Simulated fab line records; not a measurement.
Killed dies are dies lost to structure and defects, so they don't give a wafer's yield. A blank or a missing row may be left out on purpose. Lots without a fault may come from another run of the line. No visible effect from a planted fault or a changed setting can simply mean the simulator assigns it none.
What tool caused it? || flow sky130 || 24 lots with 72 wafers sampled at 6 steps, on a route of 708 steps

WHAT THE GAUGES READ, wafer by wafer
SKY_VIA1_CD_MEAS_12: the cd target is 150 nm. Usual: cd-nm at 150.2 nm, with a standard deviation of 1.5.
{"lot": "L074", "measured": "day 33 22:11", "on": "cd-sem-01", "cd-nm (nm)": "153.4 153.4 152.6", "flag": ""}
{"lot": "L075", "measured": "day 34 05:55", "on": "cd-sem-02", "cd-nm (nm)": "150.7 150.9 149.8", "flag": ""}
{"lot": "L076", "measured": "day 35 14:30", "on": "cd-sem-02", "cd-nm (nm)": "151.0 151.0 149.6", "flag": ""}
{"lot": "L077", "measured": "day 35 17:19", "on": "cd-sem-02", "cd-nm (nm)": "148.9 149.9 150.0", "flag": ""}
{"lot": "L079", "measured": "day 35 19:29", "on": "cd-sem-02", "cd-nm (nm)": "150.1 150.9 150.5", "flag": ""}
{"lot": "L078", "measured": "day 35 19:50", "on": "cd-sem-02", "cd-nm (nm)": "150.4 149.8 151.2", "flag": ""}
{"lot": "L080", "measured": "day 35 21:05", "on": "cd-sem-02", "cd-nm (nm)": "151.7 152.0 152.1", "flag": ""}
{"lot": "L081", "measured": "day 36 01:26", "on": "cd-sem-02", "cd-nm (nm)": "150.0 150.0 151.0", "flag": ""}
{"lot": "L082", "measured": "day 36 12:48", "on": "cd-sem-02", "cd-nm (nm)": "148.4 148.0 149.6", "flag": ""}
{"lot": "L083", "measured": "day 36 21:05", "on": "cd-sem-01", "cd-nm (nm)": "150.5 150.7 151.5", "flag": ""}
{"lot": "L085", "measured": "day 37 08:36", "on": "cd-sem-02", "cd-nm (nm)": "151.1 149.5 149.0", "flag": ""}
{"lot": "L084", "measured": "day 37 09:48", "on": "cd-sem-01", "cd-nm (nm)": "150.1 151.1 150.8", "flag": ""}
{"lot": "L086", "measured": "day 37 22:21", "on": "cd-sem-01", "cd-nm (nm)": "148.4 149.6 149.2", "flag": ""}
{"lot": "L089", "measured": "day 39 03:43", "on": "cd-sem-02", "cd-nm (nm)": "149.9 149.6 149.6", "flag": ""}
{"lot": "L087", "measured": "day 39 04:39", "on": "cd-sem-02", "cd-nm (nm)": "148.8 148.8 148.0", "flag": ""}
{"lot": "L088", "measured": "day 39 05:08", "on": "cd-sem-02", "cd-nm (nm)": "149.4 151.0 149.3", "flag": ""}
{"lot": "L090", "measured": "day 39 07:44", "on": "cd-sem-02", "cd-nm (nm)": "149.9 150.3 149.8", "flag": ""}
{"lot": "L091", "measured": "day 39 09:48", "on": "cd-sem-02", "cd-nm (nm)": "149.5 148.2 149.4", "flag": ""}
{"lot": "L092", "measured": "day 39 12:48", "on": "cd-sem-02", "cd-nm (nm)": "153.5 153.6 153.3", "flag": ""}
{"lot": "L093", "measured": "day 39 14:20", "on": "cd-sem-02", "cd-nm (nm)": "153.0 151.3 151.0", "flag": ""}
{"lot": "L094", "measured": "day 40 05:37", "on": "cd-sem-01", "cd-nm (nm)": "147.7 148.8 148.3", "flag": ""}
{"lot": "L095", "measured": "day 40 10:28", "on": "cd-sem-01", "cd-nm (nm)": "150.2 151.8 149.4", "flag": ""}
{"lot": "L096", "measured": "day 40 13:40", "on": "cd-sem-01", "cd-nm (nm)": "147.0 149.2 149.4", "flag": ""}
{"lot": "L097", "measured": "day 40 17:23", "on": "cd-sem-02", "cd-nm (nm)": "150.3 152.1 151.1", "flag": ""}

SKY_METAL2_THK_MEAS_06: measures by xrf. Usual: METAL2_ALCU_THK typically reads 245.0 nm, with standard deviation 2.
{"lot": "L074", "measured": "day 34 00:20", "on": "film-metro-03", "METAL2_ALCU_THK (nm)": "246.9 245.0 247.8", "flag": ""}
{"lot": "L075", "measured": "day 34 07:38", "on": "film-metro-04", "METAL2_ALCU_THK (nm)": "245.5 247.3 246.9", "flag": ""}
{"lot": "L076", "measured": "day 35 16:16", "on": "film-metro-02", "METAL2_ALCU_THK (nm)": "244.3 244.2 242.3", "flag": ""}
{"lot": "L077", "measured": "day 35 19:02", "on": "film-metro-04", "METAL2_ALCU_THK (nm)": "244.5 248.6 243.9", "flag": ""}
{"lot": "L079", "measured": "day 35 21:13", "on": "film-metro-04", "METAL2_ALCU_THK (nm)": "247.7 246.2 248.0", "flag": ""}
{"lot": "L078", "measured": "day 35 21:37", "on": "film-metro-02", "METAL2_ALCU_THK (nm)": "248.9 243.3 245.9", "flag": ""}
{"lot": "L080", "measured": "day 35 22:55", "on": "film-metro-02", "METAL2_ALCU_THK (nm)": "244.7 247.3 247.4", "flag": ""}
{"lot": "L081", "measured": "day 36 03:31", "on": "film-metro-04", "METAL2_ALCU_THK (nm)": "246.5 244.4 243.2", "flag": ""}
{"lot": "L082", "measured": "day 36 18:20", "on": "film-metro-02", "METAL2_ALCU_THK (nm)": "245.8 246.2 248.2", "flag": ""}
{"lot": "L083", "measured": "day 36 22:48", "on": "film-metro-04", "METAL2_ALCU_THK (nm)": "247.5 244.4 245.3", "flag": ""}
{"lot": "L085", "measured": "day 37 10:25", "on": "film-metro-03", "METAL2_ALCU_THK (nm)": "245.8 246.1 243.7", "flag": ""}
{"lot": "L084", "measured": "day 37 11:38", "on": "film-metro-04", "METAL2_ALCU_THK (nm)": "248.6 247.8 247.6", "flag": ""}
{"lot": "L086", "measured": "day 38 00:07", "on": "film-metro-04", "METAL2_ALCU_THK (nm)": "242.8 243.8 243.9", "flag": ""}
{"lot": "L089", "measured": "day 39 07:15", "on": "film-metro-02", "METAL2_ALCU_THK (nm)": "240.8 245.9 241.9", "flag": ""}
{"lot": "L087", "measured": "day 39 07:50", "on": "film-metro-04", "METAL2_ALCU_THK (nm)": "244.6 247.1 245.4", "flag": ""}
{"lot": "L088", "measured": "day 39 08:10", "on": "film-metro-02", "METAL2_ALCU_THK (nm)": "243.6 243.8 247.1", "flag": ""}
{"lot": "L090", "measured": "day 39 09:28", "on": "film-metro-04", "METAL2_ALCU_THK (nm)": "246.3 246.5 245.0", "flag": ""}
{"lot": "L091", "measured": "day 39 11:30", "on": "film-metro-02", "METAL2_ALCU_THK (nm)": "244.2 243.2 244.9", "flag": ""}
{"lot": "L092", "measured": "day 39 14:32", "on": "film-metro-02", "METAL2_ALCU_THK (nm)": "248.9 248.2 246.0", "flag": ""}
{"lot": "L093", "measured": "day 39 16:07", "on": "film-metro-03", "METAL2_ALCU_THK (nm)": "244.9 241.6 242.2", "flag": ""}
{"lot": "L094", "measured": "day 40 07:25", "on": "film-metro-04", "METAL2_ALCU_THK (nm)": "247.6 240.4 243.6", "flag": ""}
{"lot": "L095", "measured": "day 40 12:11", "on": "film-metro-03", "METAL2_ALCU_THK (nm)": "246.7 240.9 247.7", "flag": ""}
{"lot": "L096", "measured": "day 40 15:58", "on": "film-metro-04", "METAL2_ALCU_THK (nm)": "242.5 245.3 243.7", "flag": ""}
{"lot": "L097", "measured": "day 40 19:07", "on": "film-metro-04", "METAL2_ALCU_THK (nm)": "245.0 242.7 243.6", "flag": ""}

SKY_VIA2_BOW_MEAS_03. Usual: VIA2_BOW typically reads 86 um, with standard deviation 7.4.
{"lot": "L074", "measured": "day 35 04:58", "on": "film-metro-04", "VIA2_BOW (um)": "91 100 86", "flag": ""}
{"lot": "L075", "measured": "day 35 12:32", "on": "film-metro-04", "VIA2_BOW (um)": "82 82 87", "flag": ""}
{"lot": "L076", "measured": "day 36 20:10", "on": "film-metro-04", "VIA2_BOW (um)": "85 81 74", "flag": ""}
{"lot": "L077", "measured": "day 36 21:38", "on": "film-metro-02", "VIA2_BOW (um)": "105 94 98", "flag": ""}
{"lot": "L079", "measured": "day 37 00:26", "on": "film-metro-01", "VIA2_BOW (um)": "88 89 86", "flag": ""}
{"lot": "L078", "measured": "day 37 01:04", "on": "film-metro-04", "VIA2_BOW (um)": "84 91 84", "flag": ""}
{"lot": "L080", "measured": "day 37 01:25", "on": "film-metro-02", "VIA2_BOW (um)": "95 80 82", "flag": ""}
{"lot": "L081", "measured": "day 37 07:06", "on": "film-metro-04", "VIA2_BOW (um)": "91 94 89", "flag": ""}
{"lot": "L082", "measured": "day 37 21:45", "on": "film-metro-04", "VIA2_BOW (um)": "86 90 84", "flag": ""}
{"lot": "L083", "measured": "day 38 02:07", "on": "film-metro-04", "VIA2_BOW (um)": "88 92 74", "flag": ""}
{"lot": "L085", "measured": "day 38 13:19", "on": "film-metro-02", "VIA2_BOW (um)": "85 81 84", "flag": ""}
{"lot": "L084", "measured": "day 38 14:19", "on": "film-metro-01", "VIA2_BOW (um)": "80 89 105", "flag": ""}
{"lot": "L086", "measured": "day 39 06:05", "on": "film-metro-02", "VIA2_BOW (um)": "82 80 77", "flag": ""}
{"lot": "L089", "measured": "day 40 08:52", "on": "film-metro-04", "VIA2_BOW (um)": "83 80 81", "flag": ""}
{"lot": "L087", "measured": "day 40 09:53", "on": "film-metro-01", "VIA2_BOW (um)": "89 85 86", "flag": ""}
{"lot": "L088", "measured": "day 40 10:13", "on": "film-metro-01", "VIA2_BOW (um)": "88 76 86", "flag": ""}
{"lot": "L090", "measured": "day 40 11:51", "on": "film-metro-04", "VIA2_BOW (um)": "90 92 99", "flag": ""}
{"lot": "L091", "measured": "day 40 13:20", "on": "film-metro-02", "VIA2_BOW (um)": "86 98 85", "flag": ""}
{"lot": "L092", "measured": "day 40 16:01", "on": "film-metro-02", "VIA2_BOW (um)": "67 79 76", "flag": ""}
{"lot": "L093", "measured": "day 40 18:05", "on": "film-metro-01", "VIA2_BOW (um)": "83 90 80", "flag": ""}
{"lot": "L094", "measured": "day 41 08:43", "on": "film-metro-01", "VIA2_BOW (um)": "75 95 91", "flag": ""}
{"lot": "L095", "measured": "day 41 14:21", "on": "film-metro-02", "VIA2_BOW (um)": "89 93 89", "flag": ""}
{"lot": "L096", "measured": "day 41 17:51", "on": "film-metro-01", "VIA2_BOW (um)": "89 95 89", "flag": ""}
{"lot": "L097", "measured": "day 41 20:56", "on": "film-metro-01", "VIA2_BOW (um)": "88 71 88", "flag": ""}

WHICH TOOL RAN EACH LOT (tool, then ch and the chambers of the sampled wafers, then the start)
{"lot": "L074", "SKY_METAL1_STRIP_20": "plasma-asher-03 ch 0,1, day 32 18:34", "SKY_METAL2_DESCUM_17": "rie-metal-04 ch 0,1, day 35 03:37", "SKY_METAL2_METAL_ETCH_19": "rie-metal-04 ch 0,1, day 35 03:45"}
{"lot": "L075", "SKY_METAL1_STRIP_20": "plasma-asher-02 ch 1, day 33 02:16", "SKY_METAL2_DESCUM_17": "rie-metal-02 ch 1, day 35 11:01", "SKY_METAL2_METAL_ETCH_19": "rie-metal-02 ch 1, day 35 11:14"}
{"lot": "L076", "SKY_METAL1_STRIP_20": "plasma-asher-04 ch 0,1, day 34 10:31", "SKY_METAL2_DESCUM_17": "rie-metal-02 ch 0,1, day 36 18:16", "SKY_METAL2_METAL_ETCH_19": "rie-metal-02 ch 0,1, day 36 18:21"}
{"lot": "L077", "SKY_METAL1_STRIP_20": "plasma-asher-03 ch 0,1, day 34 13:50", "SKY_METAL2_DESCUM_17": "rie-metal-02 ch 0,1, day 36 20:22", "SKY_METAL2_METAL_ETCH_19": "rie-metal-02 ch 0,1, day 36 20:27"}
{"lot": "L079", "SKY_METAL1_STRIP_20": "plasma-asher-04 ch 0,1, day 34 16:20", "SKY_METAL2_DESCUM_17": "rie-metal-04 ch 0,1, day 36 23:10", "SKY_METAL2_METAL_ETCH_19": "rie-metal-04 ch 0,1, day 36 23:16"}
{"lot": "L078", "SKY_METAL1_STRIP_20": "plasma-asher-03 ch 0,1, day 34 17:19", "SKY_METAL2_DESCUM_17": "rie-metal-03 ch 0,1, day 36 23:49", "SKY_METAL2_METAL_ETCH_19": "rie-metal-03 ch 0,1, day 36 23:54"}
{"lot": "L080", "SKY_METAL1_STRIP_20": "plasma-asher-02 ch 0,1, day 34 17:25", "SKY_METAL2_DESCUM_17": "rie-metal-02 ch 0,1, day 37 00:10", "SKY_METAL2_METAL_ETCH_19": "rie-metal-02 ch 0,1, day 37 00:15"}
{"lot": "L081", "SKY_METAL1_STRIP_20": "plasma-asher-04 ch 0,1, day 34 21:33", "SKY_METAL2_DESCUM_17": "rie-metal-04 ch 0,1, day 37 05:34", "SKY_METAL2_METAL_ETCH_19": "rie-metal-04 ch 0,1, day 37 05:40"}
{"lot": "L082", "SKY_METAL1_STRIP_20": "plasma-asher-02 ch 0,1, day 35 09:10", "SKY_METAL2_DESCUM_17": "rie-metal-02 ch 0,1, day 37 20:28", "SKY_METAL2_METAL_ETCH_19": "rie-metal-02 ch 0,1, day 37 20:33"}
{"lot": "L083", "SKY_METAL1_STRIP_20": "plasma-asher-04 ch 0,1, day 35 18:11", "SKY_METAL2_DESCUM_17": "rie-metal-02 ch 0,1, day 38 00:49", "SKY_METAL2_METAL_ETCH_19": "rie-metal-02 ch 0,1, day 38 00:55"}
{"lot": "L085", "SKY_METAL1_STRIP_20": "plasma-asher-04 ch 0,1, day 36 06:07", "SKY_METAL2_DESCUM_17": "rie-metal-03 ch 0,1, day 38 11:58", "SKY_METAL2_METAL_ETCH_19": "rie-metal-03 ch 0,1, day 38 12:05"}
{"lot": "L084", "SKY_METAL1_STRIP_20": "plasma-asher-04 ch 0,1, day 36 06:57", "SKY_METAL2_DESCUM_17": "rie-metal-02 ch 0,1, day 38 12:58", "SKY_METAL2_METAL_ETCH_19": "rie-metal-02 ch 0,1, day 38 13:04"}
{"lot": "L086", "SKY_METAL1_STRIP_20": "plasma-asher-02 ch 0,1, day 36 18:30", "SKY_METAL2_DESCUM_17": "rie-metal-04 ch 0,1, day 39 01:16", "SKY_METAL2_METAL_ETCH_19": "rie-metal-04 ch 0,1, day 39 01:22"}
{"lot": "L089", "SKY_METAL1_STRIP_20": "plasma-asher-02 ch 0,1, day 38 01:16", "SKY_METAL2_DESCUM_17": "rie-metal-02 ch 0,1, day 40 07:34", "SKY_METAL2_METAL_ETCH_19": "rie-metal-02 ch 0,1, day 40 07:40"}
{"lot": "L087", "SKY_METAL1_STRIP_20": "plasma-asher-04 ch 0,1, day 38 02:25", "SKY_METAL2_DESCUM_17": "rie-metal-02 ch 0,1, day 40 08:34", "SKY_METAL2_METAL_ETCH_19": "rie-metal-02 ch 0,1, day 40 08:40"}
{"lot": "L088", "SKY_METAL1_STRIP_20": "plasma-asher-04 ch 0,1, day 38 02:52", "SKY_METAL2_DESCUM_17": "rie-metal-03 ch 0,1, day 40 08:56", "SKY_METAL2_METAL_ETCH_19": "rie-metal-03 ch 0,1, day 40 09:02"}
{"lot": "L090", "SKY_METAL1_STRIP_20": "plasma-asher-02 ch 0,1, day 38 05:23", "SKY_METAL2_DESCUM_17": "rie-metal-02 ch 0,1, day 40 10:31", "SKY_METAL2_METAL_ETCH_19": "rie-metal-02 ch 0,1, day 40 10:36"}
{"lot": "L091", "SKY_METAL1_STRIP_20": "plasma-asher-03 ch 0,1, day 38 08:23", "SKY_METAL2_DESCUM_17": "rie-metal-04 ch 0,1, day 40 12:01", "SKY_METAL2_METAL_ETCH_19": "rie-metal-04 ch 0,1, day 40 12:08"}
{"lot": "L092", "SKY_METAL1_STRIP_20": "plasma-asher-04 ch 0,1, day 38 11:47", "SKY_METAL2_DESCUM_17": "rie-metal-03 ch 0,1, day 40 14:29", "SKY_METAL2_METAL_ETCH_19": "rie-metal-03 ch 0,1, day 40 14:35"}
{"lot": "L093", "SKY_METAL1_STRIP_20": "plasma-asher-04 ch 0,1, day 38 14:13", "SKY_METAL2_DESCUM_17": "rie-metal-04 ch 0,1, day 40 16:47", "SKY_METAL2_METAL_ETCH_19": "rie-metal-04 ch 0,1, day 40 16:54"}
{"lot": "L094", "SKY_METAL1_STRIP_20": "plasma-asher-02 ch 1, day 39 00:03", "SKY_METAL2_DESCUM_17": "rie-metal-03 ch 0, day 41 07:25", "SKY_METAL2_METAL_ETCH_19": "rie-metal-03 ch 0, day 41 07:31"}
{"lot": "L095", "SKY_METAL1_STRIP_20": "plasma-asher-02 ch 1, day 39 08:43", "SKY_METAL2_DESCUM_17": "rie-metal-02 ch 0,1, day 41 13:01", "SKY_METAL2_METAL_ETCH_19": "rie-metal-02 ch 0,1, day 41 13:07"}
{"lot": "L096", "SKY_METAL1_STRIP_20": "plasma-asher-03 ch 0,1, day 39 12:08", "SKY_METAL2_DESCUM_17": "rie-metal-02 ch 0,1, day 41 16:32", "SKY_METAL2_METAL_ETCH_19": "rie-metal-02 ch 0,1, day 41 16:39"}
{"lot": "L097", "SKY_METAL1_STRIP_20": "plasma-asher-04 ch 0,1, day 39 16:34", "SKY_METAL2_DESCUM_17": "rie-metal-03 ch 0,1, day 41 19:37", "SKY_METAL2_METAL_ETCH_19": "rie-metal-03 ch 0,1, day 41 19:42"}
- SKY_METAL1_STRIP_20: strips in O2/N2.
- SKY_METAL2_DESCUM_17: chemistry O2, time 8 s.
- SKY_METAL2_METAL_ETCH_19: etches the open film in Cl2/BCl3, stops on SiO2, target depth 360 nm, time 78 s.

WHAT THE TOOLS THEMSELVES READ (means of the sampled wafers that have a number; where no wafer has one, the mark that the record gives instead)
SKY_METAL1_STRIP_20. Usual: drypump-motor-current-A 5.73 A, standard deviation 0.21; oes-product-au 0.342 a.u., standard deviation 0.0051; strip-time-to-endpoint-s 2.689 s, standard deviation 0.027.
{"lot": "L074", "tool": "plasma-asher-03", "drypump-motor-current-A (A)": 5.54, "oes-product-au (a.u.)": 0.345, "strip-time-to-endpoint-s (s)": 2.707, "flag": ""}
{"lot": "L075", "tool": "plasma-asher-02", "drypump-motor-current-A (A)": 6.12, "oes-product-au (a.u.)": 0.344, "strip-time-to-endpoint-s (s)": 2.706, "flag": ""}
{"lot": "L076", "tool": "plasma-asher-04", "drypump-motor-current-A (A)": 5.69, "oes-product-au (a.u.)": 0.343, "strip-time-to-endpoint-s (s)": 2.692, "flag": ""}
{"lot": "L077", "tool": "plasma-asher-03", "drypump-motor-current-A (A)": 5.56, "oes-product-au (a.u.)": 0.338, "strip-time-to-endpoint-s (s)": 2.698, "flag": ""}
{"lot": "L079", "tool": "plasma-asher-04", "drypump-motor-current-A (A)": 5.61, "oes-product-au (a.u.)": 0.338, "strip-time-to-endpoint-s (s)": 2.668, "flag": ""}
{"lot": "L078", "tool": "plasma-asher-03", "drypump-motor-current-A (A)": 5.67, "oes-product-au (a.u.)": 0.339, "strip-time-to-endpoint-s (s)": 2.646, "flag": ""}
{"lot": "L080", "tool": "plasma-asher-02", "drypump-motor-current-A (A)": 5.97, "oes-product-au (a.u.)": 0.341, "strip-time-to-endpoint-s (s)": 2.722, "flag": ""}
{"lot": "L081", "tool": "plasma-asher-04", "drypump-motor-current-A (A)": 5.61, "oes-product-au (a.u.)": 0.341, "strip-time-to-endpoint-s (s)": 2.696, "flag": ""}
{"lot": "L082", "tool": "plasma-asher-02", "drypump-motor-current-A (A)": 5.95, "oes-product-au (a.u.)": 0.343, "strip-time-to-endpoint-s (s)": 2.707, "flag": ""}
{"lot": "L083", "tool": "plasma-asher-04", "drypump-motor-current-A (A)": 5.71, "oes-product-au (a.u.)": 0.340, "strip-time-to-endpoint-s (s)": 2.668, "flag": ""}
{"lot": "L085", "tool": "plasma-asher-04", "drypump-motor-current-A (A)": 5.63, "oes-product-au (a.u.)": 0.340, "strip-time-to-endpoint-s (s)": 2.694, "flag": ""}
{"lot": "L084", "tool": "plasma-asher-04", "drypump-motor-current-A (A)": 5.64, "oes-product-au (a.u.)": 0.342, "strip-time-to-endpoint-s (s)": 2.659, "flag": ""}
{"lot": "L086", "tool": "plasma-asher-02", "drypump-motor-current-A (A)": 5.98, "oes-product-au (a.u.)": 0.347, "strip-time-to-endpoint-s (s)": 2.722, "flag": ""}
{"lot": "L089", "tool": "plasma-asher-02", "drypump-motor-current-A (A)": 5.99, "oes-product-au (a.u.)": 0.345, "strip-time-to-endpoint-s (s)": 2.673, "flag": ""}
{"lot": "L087", "tool": "plasma-asher-04", "drypump-motor-current-A (A)": 5.67, "oes-product-au (a.u.)": 0.339, "strip-time-to-endpoint-s (s)": 2.676, "flag": ""}
{"lot": "L088", "tool": "plasma-asher-04", "drypump-motor-current-A (A)": 5.67, "oes-product-au (a.u.)": 0.343, "strip-time-to-endpoint-s (s)": 2.677, "flag": ""}
{"lot": "L090", "tool": "plasma-asher-02", "drypump-motor-current-A (A)": 5.97, "oes-product-au (a.u.)": 0.340, "strip-time-to-endpoint-s (s)": 2.681, "flag": ""}
{"lot": "L091", "tool": "plasma-asher-03", "drypump-motor-current-A (A)": 5.54, "oes-product-au (a.u.)": 0.340, "strip-time-to-endpoint-s (s)": 2.712, "flag": ""}
{"lot": "L092", "tool": "plasma-asher-04", "drypump-motor-current-A (A)": 5.67, "oes-product-au (a.u.)": 0.341, "strip-time-to-endpoint-s (s)": 2.704, "flag": ""}
{"lot": "L093", "tool": "plasma-asher-04", "drypump-motor-current-A (A)": 5.66, "oes-product-au (a.u.)": 0.343, "strip-time-to-endpoint-s (s)": 2.700, "flag": ""}
{"lot": "L094", "tool": "plasma-asher-02", "drypump-motor-current-A (A)": 6.13, "oes-product-au (a.u.)": 0.345, "strip-time-to-endpoint-s (s)": 2.694, "flag": ""}
{"lot": "L095", "tool": "plasma-asher-02", "drypump-motor-current-A (A)": 6.14, "oes-product-au (a.u.)": 0.341, "strip-time-to-endpoint-s (s)": 2.678, "flag": ""}
{"lot": "L096", "tool": "plasma-asher-03", "drypump-motor-current-A (A)": 5.56, "oes-product-au (a.u.)": 0.343, "strip-time-to-endpoint-s (s)": 2.698, "flag": ""}
{"lot": "L097", "tool": "plasma-asher-04", "drypump-motor-current-A (A)": 5.69, "oes-product-au (a.u.)": 0.342, "strip-time-to-endpoint-s (s)": 2.659, "flag": ""}

SKY_METAL2_DESCUM_17. Usual: drypump-motor-current-A 5.7 A, standard deviation 0.43; oes-product-au 0.999 a.u., standard deviation 0.0066.
{"lot": "L074", "tool": "rie-metal-04", "drypump-motor-current-A (A)": 5.0, "oes-product-au (a.u.)": 0.996, "flag": ""}
{"lot": "L075", "tool": "rie-metal-02", "drypump-motor-current-A (A)": 6.1, "oes-product-au (a.u.)": 0.996, "flag": ""}
{"lot": "L076", "tool": "rie-metal-02", "drypump-motor-current-A (A)": 5.9, "oes-product-au (a.u.)": 0.999, "flag": ""}
{"lot": "L077", "tool": "rie-metal-02", "drypump-motor-current-A (A)": 6.0, "oes-product-au (a.u.)": 0.999, "flag": ""}
{"lot": "L079", "tool": "rie-metal-04", "drypump-motor-current-A (A)": 5.0, "oes-product-au (a.u.)": 0.999, "flag": ""}
{"lot": "L078", "tool": "rie-metal-03", "drypump-motor-current-A (A)": 5.7, "oes-product-au (a.u.)": 1.002, "flag": ""}
{"lot": "L080", "tool": "rie-metal-02", "drypump-motor-current-A (A)": 6.0, "oes-product-au (a.u.)": 1.002, "flag": ""}
{"lot": "L081", "tool": "rie-metal-04", "drypump-motor-current-A (A)": 5.0, "oes-product-au (a.u.)": 1.003, "flag": ""}
{"lot": "L082", "tool": "rie-metal-02", "drypump-motor-current-A (A)": 6.0, "oes-product-au (a.u.)": 0.996, "flag": ""}
{"lot": "L083", "tool": "rie-metal-02", "drypump-motor-current-A (A)": 5.9, "oes-product-au (a.u.)": 1.002, "flag": ""}
{"lot": "L085", "tool": "rie-metal-03", "drypump-motor-current-A (A)": 5.7, "oes-product-au (a.u.)": 1.003, "flag": ""}
{"lot": "L084", "tool": "rie-metal-02", "drypump-motor-current-A (A)": 6.0, "oes-product-au (a.u.)": 1.003, "flag": ""}
{"lot": "L086", "tool": "rie-metal-04", "drypump-motor-current-A (A)": 5.1, "oes-product-au (a.u.)": 1.003, "flag": ""}
{"lot": "L089", "tool": "rie-metal-02", "drypump-motor-current-A (A)": 6.0, "oes-product-au (a.u.)": 0.997, "flag": ""}
{"lot": "L087", "tool": "rie-metal-02", "drypump-motor-current-A (A)": 5.9, "oes-product-au (a.u.)": 0.999, "flag": ""}
{"lot": "L088", "tool": "rie-metal-03", "drypump-motor-current-A (A)": 5.9, "oes-product-au (a.u.)": 1.000, "flag": ""}
{"lot": "L090", "tool": "rie-metal-02", "drypump-motor-current-A (A)": 6.0, "oes-product-au (a.u.)": 1.001, "flag": ""}
{"lot": "L091", "tool": "rie-metal-04", "drypump-motor-current-A (A)": 5.0, "oes-product-au (a.u.)": 0.999, "flag": ""}
{"lot": "L092", "tool": "rie-metal-03", "drypump-motor-current-A (A)": 5.7, "oes-product-au (a.u.)": 0.989, "flag": ""}
{"lot": "L093", "tool": "rie-metal-04", "drypump-motor-current-A (A)": 5.1, "oes-product-au (a.u.)": 1.010, "flag": ""}
{"lot": "L094", "tool": "rie-metal-03", "drypump-motor-current-A (A)": 6.1, "oes-product-au (a.u.)": 1.000, "flag": ""}
{"lot": "L095", "tool": "rie-metal-02", "drypump-motor-current-A (A)": 6.0, "oes-product-au (a.u.)": 0.995, "flag": ""}
{"lot": "L096", "tool": "rie-metal-02", "drypump-motor-current-A (A)": 6.0, "oes-product-au (a.u.)": 0.994, "flag": ""}
{"lot": "L097", "tool": "rie-metal-03", "drypump-motor-current-A (A)": 5.9, "oes-product-au (a.u.)": 0.997, "flag": ""}

SKY_METAL2_METAL_ETCH_19. Usual: drypump-motor-current-A 5.7 A, standard deviation 0.43; oes-product-au 0.854 a.u., standard deviation 0.0057; throttle-valve-pct 22.266 %, standard deviation 0.01.
{"lot": "L074", "tool": "rie-metal-04", "drypump-motor-current-A (A)": 5.0, "oes-product-au (a.u.)": 0.852, "throttle-valve-pct (%)": 22.264, "flag": ""}
{"lot": "L075", "tool": "rie-metal-02", "drypump-motor-current-A (A)": 6.1, "oes-product-au (a.u.)": 0.854, "throttle-valve-pct (%)": 22.261, "flag": ""}
{"lot": "L076", "tool": "rie-metal-02", "drypump-motor-current-A (A)": 5.9, "oes-product-au (a.u.)": 0.849, "throttle-valve-pct (%)": 22.256, "flag": ""}
{"lot": "L077", "tool": "rie-metal-02", "drypump-motor-current-A (A)": 6.0, "oes-product-au (a.u.)": 0.853, "throttle-valve-pct (%)": 22.274, "flag": ""}
{"lot": "L079", "tool": "rie-metal-04", "drypump-motor-current-A (A)": 5.1, "oes-product-au (a.u.)": 0.856, "throttle-valve-pct (%)": 22.276, "flag": ""}
{"lot": "L078", "tool": "rie-metal-03", "drypump-motor-current-A (A)": 5.7, "oes-product-au (a.u.)": 0.859, "throttle-valve-pct (%)": 22.265, "flag": ""}
{"lot": "L080", "tool": "rie-metal-02", "drypump-motor-current-A (A)": 6.0, "oes-product-au (a.u.)": 0.859, "throttle-valve-pct (%)": 22.267, "flag": ""}
{"lot": "L081", "tool": "rie-metal-04", "drypump-motor-current-A (A)": 5.1, "oes-product-au (a.u.)": 0.854, "throttle-valve-pct (%)": 22.265, "flag": ""}
{"lot": "L082", "tool": "rie-metal-02", "drypump-motor-current-A (A)": 6.0, "oes-product-au (a.u.)": 0.860, "throttle-valve-pct (%)": 22.271, "flag": ""}
{"lot": "L083", "tool": "rie-metal-02", "drypump-motor-current-A (A)": 5.9, "oes-product-au (a.u.)": 0.856, "throttle-valve-pct (%)": 22.268, "flag": ""}
{"lot": "L085", "tool": "rie-metal-03", "drypump-motor-current-A (A)": 5.7, "oes-product-au (a.u.)": 0.854, "throttle-valve-pct (%)": 22.257, "flag": ""}
{"lot": "L084", "tool": "rie-metal-02", "drypump-motor-current-A (A)": 6.0, "oes-product-au (a.u.)": 0.856, "throttle-valve-pct (%)": 22.265, "flag": ""}
{"lot": "L086", "tool": "rie-metal-04", "drypump-motor-current-A (A)": 5.1, "oes-product-au (a.u.)": 0.852, "throttle-valve-pct (%)": 22.262, "flag": ""}
{"lot": "L089", "tool": "rie-metal-02", "drypump-motor-current-A (A)": 6.0, "oes-product-au (a.u.)": 0.857, "throttle-valve-pct (%)": 22.272, "flag": ""}
{"lot": "L087", "tool": "rie-metal-02", "drypump-motor-current-A (A)": 5.9, "oes-product-au (a.u.)": 0.855, "throttle-valve-pct (%)": 22.274, "flag": ""}
{"lot": "L088", "tool": "rie-metal-03", "drypump-motor-current-A (A)": 5.9, "oes-product-au (a.u.)": 0.858, "throttle-valve-pct (%)": 22.267, "flag": ""}
{"lot": "L090", "tool": "rie-metal-02", "drypump-motor-current-A (A)": 6.0, "oes-product-au (a.u.)": 0.854, "throttle-valve-pct (%)": 22.264, "flag": ""}
{"lot": "L091", "tool": "rie-metal-04", "drypump-motor-current-A (A)": 5.1, "oes-product-au (a.u.)": 0.849, "throttle-valve-pct (%)": 22.261, "flag": ""}
{"lot": "L092", "tool": "rie-metal-03", "drypump-motor-current-A (A)": 5.7, "oes-product-au (a.u.)": 0.858, "throttle-valve-pct (%)": 22.258, "flag": ""}
{"lot": "L093", "tool": "rie-metal-04", "drypump-motor-current-A (A)": 5.0, "oes-product-au (a.u.)": 0.849, "throttle-valve-pct (%)": 22.265, "flag": ""}
{"lot": "L094", "tool": "rie-metal-03", "drypump-motor-current-A (A)": 6.2, "oes-product-au (a.u.)": 0.854, "throttle-valve-pct (%)": 22.275, "flag": ""}
{"lot": "L095", "tool": "rie-metal-02", "drypump-motor-current-A (A)": 6.0, "oes-product-au (a.u.)": 0.855, "throttle-valve-pct (%)": 22.258, "flag": ""}
{"lot": "L096", "tool": "rie-metal-02", "drypump-motor-current-A (A)": 6.0, "oes-product-au (a.u.)": 0.856, "throttle-valve-pct (%)": 22.270, "flag": ""}
{"lot": "L097", "tool": "rie-metal-03", "drypump-motor-current-A (A)": 5.9, "oes-product-au (a.u.)": 0.852, "throttle-valve-pct (%)": 22.265, "flag": ""}

THE ANSWER, worked out from the rows above alone
Rule: take the mean of a lot's wafers that have a number; if it is more than 3 standard deviations from the usual mean, the lot is off. A lot without any number at a reading at which 4 lots or more have one is off too. Any other lot the step has rows for is counted as sound. First the gauges in route order, then the tools' own readings, where a lot's mean is used as printed above. At the first step where some lot is off, the reading lying furthest off is the one used; lots without a number count as furthest.
No lot is off at any reading shown: from this, nothing can be told.

WHAT THE SIMULATOR PUT IN
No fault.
